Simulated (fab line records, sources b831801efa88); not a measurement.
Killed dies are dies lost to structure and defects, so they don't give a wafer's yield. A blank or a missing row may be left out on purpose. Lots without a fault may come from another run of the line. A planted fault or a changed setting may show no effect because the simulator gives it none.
Which tool did it? | flow gf180mcu | 15 lots, 45 wafers sampled, at 2 steps of a route of 602

WHAT THE GAUGES READ, wafer by wafer
GF_V3_RS_MEAS_24: measures by four-point-probe. Usual: V3_W_RS 0.327 ohm/sq, standard deviation 0.0034.
lot  | measured     | on            | V3_W_RS (ohm/sq)  | flag
L688 | day 22 16:44 | film_metro-01 | 0.329 0.337 0.330 |
L689 | day 22 20:59 | film_metro-01 | 0.327 0.326 0.324 |
L690 | day 23 06:22 | film_metro-01 | 0.324 0.324 0.322 |
L691 | day 23 06:43 | film_metro-02 | 0.329 0.328 0.333 |
L692 | day 24 06:58 | film_metro-01 | 0.331 0.336 0.334 |
L695 | day 25 13:26 | film_metro-02 | 0.334 0.332 0.328 |
L696 | day 25 20:09 | film_metro-02 | 0.330 0.326 0.329 |
L698 | day 26 07:34 | film_metro-03 | 0.333 0.332 0.331 |
L701 | day 27 01:41 | film_metro-01 | 0.328 0.327 0.328 |
L703 | day 27 13:10 | film_metro-01 | 0.326 0.331 0.322 |
L702 | day 27 15:35 | film_metro-03 | 0.321 0.327 0.325 |
L704 | day 27 20:37 | film_metro-03 | 0.329 0.324 0.324 |
L709 | day 29 03:56 | film_metro-01 | 0.323 0.325 0.327 |
L710 | day 29 08:32 | film_metro-03 | 0.327 0.325 0.326 |
L711 | day 29 14:59 | film_metro-02 | 0.329 0.326 0.327 |

WHICH TOOL RAN EACH LOT (tool, then ch and the chambers of the sampled wafers, then the start)
lot  | GF_V3_SPUTTER_21
L688 | pvd_sputter-03, day 22 16:29
L689 | pvd_sputter-04, day 22 20:43
L690 | pvd_sputter-04, day 23 06:09
L691 | pvd_sputter-03, day 23 06:30
L692 | pvd_sputter-01, day 24 06:44
L695 | pvd_sputter-03, day 25 13:13
L696 | pvd_sputter-01, day 25 19:55
L698 | pvd_sputter-03, day 26 07:14
L701 | pvd_sputter-03, day 27 01:26
L703 | pvd_sputter-03, day 27 12:58
L702 | pvd_sputter-01, day 27 15:22
L704 | pvd_sputter-01, day 27 20:24
L709 | pvd_sputter-01, day 29 03:43
L710 | pvd_sputter-04, day 29 08:17
L711 | pvd_sputter-01, day 29 14:46
- GF_V3_SPUTTER_21: material Ti, target thk 15 nm, time 80.02 s.

WHAT THE TOOLS THEMSELVES READ (means of the sampled wafers that have a number; where no wafer has one, the mark that the record gives instead)
GF_V3_SPUTTER_21. Usual: throttle_valve_pct 30.1 %, standard deviation 1.4.
lot  | tool           | throttle_valve_pct (%) | flag
L688 | pvd_sputter-03 | 29.6                   |
L689 | pvd_sputter-04 | 29.4                   |
L690 | pvd_sputter-04 | 29.4                   |
L691 | pvd_sputter-03 | 30.3                   |
L692 | pvd_sputter-01 | 30.3                   |
L695 | pvd_sputter-03 | 30.4                   |
L696 | pvd_sputter-01 | 29.2                   |
L698 | pvd_sputter-03 | 30.5                   |
L701 | pvd_sputter-03 | 30.8                   |
L703 | pvd_sputter-03 | 31.0                   |
L702 | pvd_sputter-01 | 29.8                   |
L704 | pvd_sputter-01 | 30.1                   |
L709 | pvd_sputter-01 | 29.7                   |
L710 | pvd_sputter-04 | 30.1                   |
L711 | pvd_sputter-01 | 30.1                   |

THE ANSWER, worked out from the rows above alone
Rule: a lot is off if the mean of its wafers that have a number lies more than 3 standard deviations from the usual mean. A lot without any number at a reading at which 4 lots or more have one is off too. The other lots that the step has rows for count as sound. The gauges are gone through in route order, then the tools' own readings, and for those a lot's mean is taken as printed above. The first step at which some lot is off is used, and at that step the reading that is off furthest; a lot without a number counts as furthest.
No lot is off at any reading shown: from this, nothing can be told.

WHAT THE SIMULATOR HAD PUT IN
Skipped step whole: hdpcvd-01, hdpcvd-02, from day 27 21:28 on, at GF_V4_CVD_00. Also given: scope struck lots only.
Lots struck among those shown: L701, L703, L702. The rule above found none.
